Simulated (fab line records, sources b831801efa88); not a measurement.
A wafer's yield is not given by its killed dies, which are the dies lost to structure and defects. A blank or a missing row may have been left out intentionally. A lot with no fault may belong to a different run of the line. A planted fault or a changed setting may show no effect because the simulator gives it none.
A lot that was struck, set against a sound lot ; flow sky130 ; 23 steps out of a route of 708
Sound: these wafers, L722.1, L722.4, L722.6. Struck: wafers L728.2, L728.4, L728.5. At the end, the cause is stated.
Order at every step that has rows: each side's tool, ch and its chambers, its first start. Under that, the readings that differ: sound wafers ; struck wafers ; difference of the means ; sigmas: that difference in standard deviations of wafers without a fault.
alike: readings with means less than 2 such deviations apart, plus words and numbers identical on both sides. not compared: withheld readings, readings lacking a value on some wafer, bounds such as >300 that could conceal the same value, and numbers that have no deviation in the record and whose values overlap.
A row with sigmas, a row that says differs or no value, or rows on one side alone: a step with any of these is where the two part. Numbers that don't overlap but have no deviation are shown without sigmas and don't part them. Lack of a reading on every wafer of one side parts them only where that side has two or more wafers.

first, 4 steps without rows for these wafers: SKY_PWDE_SOFTBAKE_03; SKY_PWDE_EXPOSE_04 (exposes mask PWDEM, target cd 840 nm); SKY_PWDE_PEB_05; SKY_PWDE_DEVELOP_06 (develop time 60 s).
SKY_PWDE_OVL_MEAS_07:
  struck on overlay-02, day 5 12:17; sound on overlay-01, day 4 01:04
  alike: PWDE_OVL
after that, 1 step had no rows for these wafers: SKY_PWDE_IMPLANT_08.
SKY_PWDE_STRIP_09: strips in O2/N2.
  sound on plasma asher-02 ch 0,1, day 4 01:15; struck on plasma asher-02 ch 0,1, day 5 12:28
reading;sound;struck;difference;sigmas
strip time to endpoint s (s);36.92 36.86 36.86;37.12 37.07 36.98;+0.18;+2
  alike: drypump motor current A, oes product au
  not compared: rf hours counter h
SKY_PWDE_TW_MEAS_10:
  struck on film metro-01, day 5 12:34; sound on film metro-03, day 4 01:21
  alike: PWDE_TW
then, 4 steps without rows for these wafers: SKY_NWELL_DEHYDRATE_03 (time 60 s); SKY_NWELL_HMDS_04 (prime time 60 s); SKY_NWELL_COAT_05 (resist thk 3000 nm); SKY_NWELL_SOFTBAKE_06.
SKY_NWELL_EXPOSE_07: exposes mask NWM, target cd 840 nm.
  sound on iline stepper-02 ch 0, day 4 09:37; struck on iline stepper-01 ch 0, day 5 21:52
reading;sound;struck;difference;sigmas
mask;NWM#0 NWM#0 NWM#0;PWDEM#0 PWDEM#0 PWDEM#0;differs;
then, 2 steps without rows for these wafers: SKY_NWELL_PEB_08; SKY_NWELL_DEVELOP_09 (develop time 60 s).
SKY_NWELL_OVL_MEAS_10:
  struck on overlay-02, day 6 06:55; sound on overlay-01, day 4 17:53
reading;sound;struck;difference;sigmas
NWELL_00_OVL (nm);0.7 0.1 1.2;- - -;no value on the struck wafers;
then, 3 steps without rows for these wafers: SKY_NWELL_IMPLANT_11; SKY_NWELL_IMPLANT_12; SKY_NWELL_IMPLANT_13.
SKY_NWELL_STRIP_14: strips in O2/N2.
  sound on plasma asher-03 ch 0,1, day 4 18:22; struck on plasma asher-03 ch 0,1, day 6 07:24
  alike: drypump motor current A, oes product au, strip time to endpoint s
  not compared: rf hours counter h
SKY_NWELL_TW_MEAS_15:
  struck on film metro-01, day 6 07:31; sound on film metro-03, day 4 18:28
reading;sound;struck;difference;sigmas
NWELL_TW;1823 1837 1839;30 30 30;-1803;-99 or more
then, 1 step without rows for these wafers: SKY_NWELL_DEHYDRATE_16 (time 60 s).
-- the record jumps here: 41 days lie between the struck wafers' starts before and after (it left off in module NWELL and takes up again in module PAD_OPEN, whose first step shown is number 708 of the route) --
SKY_PAD_OPEN_PROBE_99:
  struck on prober-01, day 47 10:18; sound on prober-02, day 46 02:47
reading;sound;struck;difference;sigmas
killed at front end;22 23 12;433 419 419;+405;+90
killed dies;93 88 78;492 492 492;+406;+41
killed on rim;25 18 14;96 96 96;+77;+22
  alike: killed_at_M0_to_M3, killed_at_M4_up, killed at contacts, killed at other, killed open, killed short

## WHERE THEY PART
At SKY_PWDE_STRIP_09 first; at SKY_PAD_OPEN_PROBE_99 last (within this record only).

WHY: whatever the simulator had introduced
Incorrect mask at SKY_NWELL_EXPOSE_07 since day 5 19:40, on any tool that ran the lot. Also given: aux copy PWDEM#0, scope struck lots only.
